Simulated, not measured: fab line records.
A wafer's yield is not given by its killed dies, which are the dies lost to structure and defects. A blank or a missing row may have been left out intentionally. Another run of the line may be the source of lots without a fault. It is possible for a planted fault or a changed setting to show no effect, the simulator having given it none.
Code-filled problem report in 8D (eight disciplines) form | flow gf180mcu | the parts of the form that need people (team, actions taken, sign-off) are left out

== 1. PROBLEM STATEMENT ==
Wafers with no fault read 6499.9 W with a standard deviation of 1.1, whereas cathodeDcPowerW at GF_M2_SPUTTER_04 reads a mean of 6961.9 W on 1 wafer of 1 lot. That is +99 or more standard deviations from the usual mean.
The step: material TiN, target thk 50 nm, time 41.7 s.
The first sign was on wafer L235.1 at day 23 18:05, on pvdSputter-02. At this step, 15 wafers from 5 lots have a number in the record. The rule behind "out" and "out of limits": a value lying over 4 standard deviations away from the usual mean. The rest of the wafers with a number are treated as sound.

== 2. WHAT IT IS, WHAT IT ISN'T ==
question                    | is                | is not
which readings at this step | cathodeDcPowerW   | throttleValvePct
which lots                  | L235              | L229, L233, L234, L237
which wafers of those lots  | L235.1            | L235.3, L235.6
read on which tools         | pvdSputter-02     | pvdSputter-01, pvdSputter-03
when                        | from day 23 18:05 | up to then (11 sound wafers); but 3 sound wafers of L237 came after

== 3. SUSPECTS, AND WHAT RULES EACH OUT ==
Counting: any tool at a process step up to the reading remains a suspect provided it ran every lot that is out. Sound lots after the first of them don't rule it out here, since some wafers of a struck lot are sound.
- pvdSputter-01 at GF_V1_SPUTTER_21 (material Ti, target thk 15 nm, time 80.02 s): kept. It processed L235, the lot that is out, at day 23 17:12, and its most recent sound lot before then was L233 at day 22 22:26.
- pvdSputter-02 at GF_M2_SPUTTER_00 (material Ti, target thk 37.5 nm, time 150 s): kept. It processed L235, the lot that is out, at day 23 17:54, and its most recent sound lot before then was L233 at day 22 23:08.
- pvdSputter-02 at GF_M2_SPUTTER_01 (material TiN, target thk 30 nm, time 25 s): kept. It processed L235, the lot that is out, at day 23 18:00, and its most recent sound lot before then was L233 at day 22 23:14.
- pvdSputter-02 at GF_M2_SPUTTER_02 (material AlCu, target thk 450 nm, time 23.9 s): kept. It processed L235, the lot that is out, at day 23 18:02, and its most recent sound lot before then was L233 at day 22 23:16.
- pvdSputter-02 at GF_M2_SPUTTER_04 (material TiN, target thk 50 nm, time 41.7 s): kept. It processed L235, the lot that is out, at day 23 18:05, and its most recent sound lot before then was L233 at day 22 23:19. Its own cathodeDcPowerW readings are out on those wafers.
Left after counting: pvdSputter-01 at GF_V1_SPUTTER_21, pvdSputter-02 at GF_M2_SPUTTER_00, pvdSputter-02 at GF_M2_SPUTTER_01, pvdSputter-02 at GF_M2_SPUTTER_02, pvdSputter-02 at GF_M2_SPUTTER_04.

== 4. THE CAUSE (what the simulator had put in) ==
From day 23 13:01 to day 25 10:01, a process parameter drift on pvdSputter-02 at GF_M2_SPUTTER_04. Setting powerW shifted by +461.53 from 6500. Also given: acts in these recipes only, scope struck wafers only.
This tool is one of the 5 suspects left after counting.

== 5. SEQUENCE OF EFFECTS, ordered by route ==
One row per reading whose mean, taken over the struck wafers that have a number, lies over 3 standard deviations from the usual. Scope: only readings with a usual standard deviation given in the record; hours: median across lots of the time from each lot's start at the first step in this table that gives one to its start at this step; sigmas: change in usual standard deviations.
hours | step             | reading         | usual    | on struck wafers | change | sigmas
0     | GF_M2_SPUTTER_04 | cathodeDcPowerW | 6499.9 W | 6961.9           | +462.0 | +99 or more
It contains these process steps:
- GF_M2_SPUTTER_04: material TiN, target thk 50 nm, time 41.7 s.
Later measuring or inspecting steps at which every struck wafer that the step has a row for has a number for every such reading, and none has moved that far: GF_M2_RS_MEAS_05, GF_M2_THK_MEAS_06, GF_M2_CD_MEAS_14, GF_M2_OVL_MEAS_15, GF_V2_THK_MEAS_01, GF_V2_THK_MEAS_03, GF_V2_BOW_MEAS_05.

== 6. HOW IT WOULD HAVE BEEN CAUGHT EARLIER ==
In this record no reading fell out of limits until day 23 18:05, 5 hours after the fault had begun at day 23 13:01.
